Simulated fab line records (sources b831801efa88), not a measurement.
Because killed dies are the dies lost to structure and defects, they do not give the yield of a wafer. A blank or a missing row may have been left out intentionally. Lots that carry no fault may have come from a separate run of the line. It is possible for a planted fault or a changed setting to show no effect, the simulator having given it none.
The tool behind it: which one? | flow sky130 | 11 lots, 29 wafers sampled, at 4 steps of a route of 708

WHAT THE GAUGES READ, wafer by wafer
SKY_METAL5_RS_MEAS_05: measures by four-point-probe.
lot  | measured     | on            | METAL5_ALCU_RS (ohm/sq)
L753 | day 44 07:35 | film_metro-03 | 0.0271 0.0272 0.0273
L751 | day 44 11:49 | film_metro-03 | 0.0281 0.0277 0.0278
L752 | day 44 15:37 | film_metro-02 | 0.0267 0.0268 0.0268
L755 | day 44 18:36 | film_metro-03 | 0.0271 0.0268 0.0270
L759 | day 45 22:40 | film_metro-03 | 0.0241 0.0241
L760 | day 46 03:58 | film_metro-03 | 0.0242 0.0242
L761 | day 46 11:34 | film_metro-02 | 0.0275 0.0271 0.0273
L763 | day 46 18:01 | film_metro-02 | 0.0275 0.0270 0.0273
L765 | day 47 13:55 | film_metro-02 | 0.0272 0.0271 0.0271
L769 | day 48 10:46 | film_metro-01 | 0.0266 0.0271 0.0269
L771 | day 48 17:05 | film_metro-03 | 0.0268 0.0269 0.0270

EACH LOT AND THE TOOL THAT RAN IT (in order: tool; ch and the chambers of the sampled wafers; start)
lot  | SKY_VIA3_STRIP_16                    | SKY_VIA4_SPUTTER_17          | SKY_METAL5_SPUTTER_02
L753 | plasma_asher-03 ch 0,1, day 41 04:09 | pvd_sputter-04, day 44 06:43 | pvd_sputter-01, day 44 07:28
L751 | plasma_asher-01 ch 0,1, day 41 09:10 | pvd_sputter-03, day 44 10:58 | pvd_sputter-03, day 44 11:43
L752 | plasma_asher-01 ch 0,1, day 41 13:13 | pvd_sputter-02, day 44 14:46 | pvd_sputter-01, day 44 15:30
L755 | plasma_asher-04 ch 0,1, day 41 17:38 | pvd_sputter-02, day 44 17:42 | pvd_sputter-01, day 44 18:26
L759 | plasma_asher-03 ch 1, day 43 00:09   | pvd_sputter-02, day 45 21:47 | pvd_sputter-01, day 45 22:32
L760 | plasma_asher-04 ch 1, day 43 03:57   | pvd_sputter-02, day 46 03:07 | pvd_sputter-01, day 46 03:51
L761 | plasma_asher-04 ch 0, day 43 12:36   | pvd_sputter-04, day 46 10:21 | pvd_sputter-03, day 46 11:28
L763 | plasma_asher-01 ch 1, day 43 19:39   | pvd_sputter-04, day 46 17:08 | pvd_sputter-04, day 46 17:53
L765 | plasma_asher-01 ch 0,1, day 44 16:36 | pvd_sputter-03, day 47 13:03 | pvd_sputter-03, day 47 13:47
L769 | plasma_asher-01 ch 0,1, day 45 15:37 | pvd_sputter-02, day 48 09:53 | pvd_sputter-04, day 48 10:38
L771 | plasma_asher-04 ch 0,1, day 45 23:24 | pvd_sputter-03, day 48 16:14 | pvd_sputter-04, day 48 16:58
- SKY_VIA3_STRIP_16: strips in O2/N2.
- SKY_VIA4_SPUTTER_17: material TiN, target thk 20 nm, time 80 s.
- SKY_METAL5_SPUTTER_02: material AlCu, target thk 1150 nm, time 61.2 s.

THE ANSWER, worked out from the rows above alone
Rule: the usual values come from the lots themselves. The widest of any qualifying gaps counts: lots, ordered by their means at a reading, are off when they make up no more than a third of the lots, leave a main group of 4 or more, and stand apart from it by 3 or more times the standard deviation of that group's means. If all means in a main group match to the digits the tables above print for the reading, that group is not used. A lot without any number at a reading at which 4 lots or more have one is off too. The other lots that the step has rows for count as sound.
Off: at SKY_METAL5_RS_MEAS_05 (METAL5_ALCU_RS), L759, L760. For the main group the mean is 0.0271 ohm/sq and the standard deviation 0.00031.
A tool fits if, at a process step before that reading, it ran every lot that is off, and no sound lot after the first of them. The gauges at SKY_METAL5_RS_MEAS_05 are tried like those tools. One candidate fits, namely pvd_sputter-01 at SKY_METAL5_SPUTTER_02. Its last sound lot is L755 (day 44 18:26), its first lot that is off L759 (day 45 22:32): a fault that began between those two fits.

WHAT WAS PUT IN BY THE SIMULATOR
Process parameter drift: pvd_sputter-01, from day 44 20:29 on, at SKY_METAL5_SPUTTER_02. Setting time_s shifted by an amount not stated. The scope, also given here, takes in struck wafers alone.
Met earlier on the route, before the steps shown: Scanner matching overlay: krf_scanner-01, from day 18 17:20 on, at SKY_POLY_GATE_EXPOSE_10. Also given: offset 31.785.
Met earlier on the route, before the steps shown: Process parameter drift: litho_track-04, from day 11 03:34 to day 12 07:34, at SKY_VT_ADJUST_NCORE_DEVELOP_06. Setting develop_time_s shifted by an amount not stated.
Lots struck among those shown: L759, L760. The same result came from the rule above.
